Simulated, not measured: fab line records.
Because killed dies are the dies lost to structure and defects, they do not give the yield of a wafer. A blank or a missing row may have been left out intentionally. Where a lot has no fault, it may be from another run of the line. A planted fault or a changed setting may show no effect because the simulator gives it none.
Matching of chambers + flow gf180mcu + rieSi-01 running GF_STI_ETCH_14: 4 sister chambers
The step etches Si in HBr/Cl2/O2, target depth 360 nm, time 102.9 s. 16 wafers are shown with their chamber, then 8 later ones without.

== WAFERS WITH THEIR CHAMBER ==
| wafer  | chamber | drypumpMotorCurrentA (A) | oesProductAu (a.u.) | throttleValvePct (%) |
|--------|---------|--------------------------|---------------------|----------------------|
| L454.3 | 2       | 6.0                      | 0.998               | 25.647               |
| L454.5 | 0       | 5.6                      | 1.008               | 25.642               |
| L454.6 | 3       | 5.6                      | 0.996               | 25.664               |
| L461.1 | 3       | 5.6                      | 0.987               | 25.661               |
| L461.2 | 0       | 5.6                      | 1.009               | 25.631               |
| L461.6 | 0       | 5.6                      | 1.015               | 25.630               |
| L466.2 | 3       | 5.7                      | 0.994               | 25.651               |
| L466.4 | 1       | 6.0                      | 1.006               | 25.660               |
| L466.5 | 3       | 5.6                      | 0.992               | 25.673               |
| L467.2 | 0       | 5.6                      | 1.016               | 25.637               |
| L467.3 | 3       | 5.6                      | 0.995               | 25.669               |
| L467.4 | 1       | 6.0                      | 1.005               | 25.644               |
| L468.3 | 2       | 5.9                      | 1.007               | 25.645               |
| L468.5 | 3       | 5.6                      | 0.987               | 25.683               |
| L468.6 | 0       | 5.6                      | 1.002               | 25.660               |
| L472.1 | 3       | 5.6                      | 0.991               | 25.665               |

SIGNATURES, as means of the wafers listed above
| reading              | chamber 0 | chamber 1 | chamber 2 | chamber 3 | scatter within a chamber |
|----------------------|-----------|-----------|-----------|-----------|--------------------------|
| drypumpMotorCurrentA | 5.600     | 6.000     | 5.950     | 5.614     | 0.0336                   |
| oesProductAu         | 1.01000   | 1.00550   | 1.00250   | 0.99171   | 0.00457                  |
| throttleValvePct     | 25.64000  | 25.65200  | 25.64600  | 25.66657  | 0.0105                   |
Rule: for a wafer and a chamber, the distance is found by dividing, reading by reading, the gap between the wafer's reading and the chamber's mean by the reading's scatter, squaring, summing and taking the root. The wafer belongs to the nearest chamber; if the next one is less than 2 further off, it can't be placed. How the scatter is found: for the shown wafers, subtract from each reading the mean of its chamber, square and add these, divide the total by (wafers less chambers), then take the root.

== WAFERS WITH NO CHAMBER GIVEN ==
| wafer  | drypumpMotorCurrentA (A) | oesProductAu (a.u.) | throttleValvePct (%) |
|--------|--------------------------|---------------------|----------------------|
| L472.4 | 5.6                      | 1.018               | 25.653               |
| L472.6 | 5.6                      | 1.019               | 25.649               |
| L473.2 | 5.6                      | 1.015               | 25.646               |
| L473.3 | 5.9                      | 1.011               | 25.636               |
| L473.6 | 5.6                      | 1.008               | 25.642               |
| L474.1 | 5.6                      | 0.989               | 25.671               |
| L474.4 | 5.9                      | 1.014               | 25.647               |
| L474.6 | 6.0                      | 1.014               | 25.646               |

== CHAMBER TAKEN BY EACH ==
| wafer  | from the rows above     | in truth |
|--------|-------------------------|----------|
| L472.4 | 0                       | 0        |
| L472.6 | 0                       | 0        |
| L473.2 | 0                       | 0        |
| L473.3 | can't be placed: 2 or 1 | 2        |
| L473.6 | 0                       | 0        |
| L474.1 | 3                       | 3        |
| L474.4 | can't be placed: 2 or 1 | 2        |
| L474.6 | can't be placed: 1 or 2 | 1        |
Placed correctly: 5 of 8. From these rows, 3 cannot be placed; in 3 the true chamber is one of the candidates. Placed wrongly: 0.
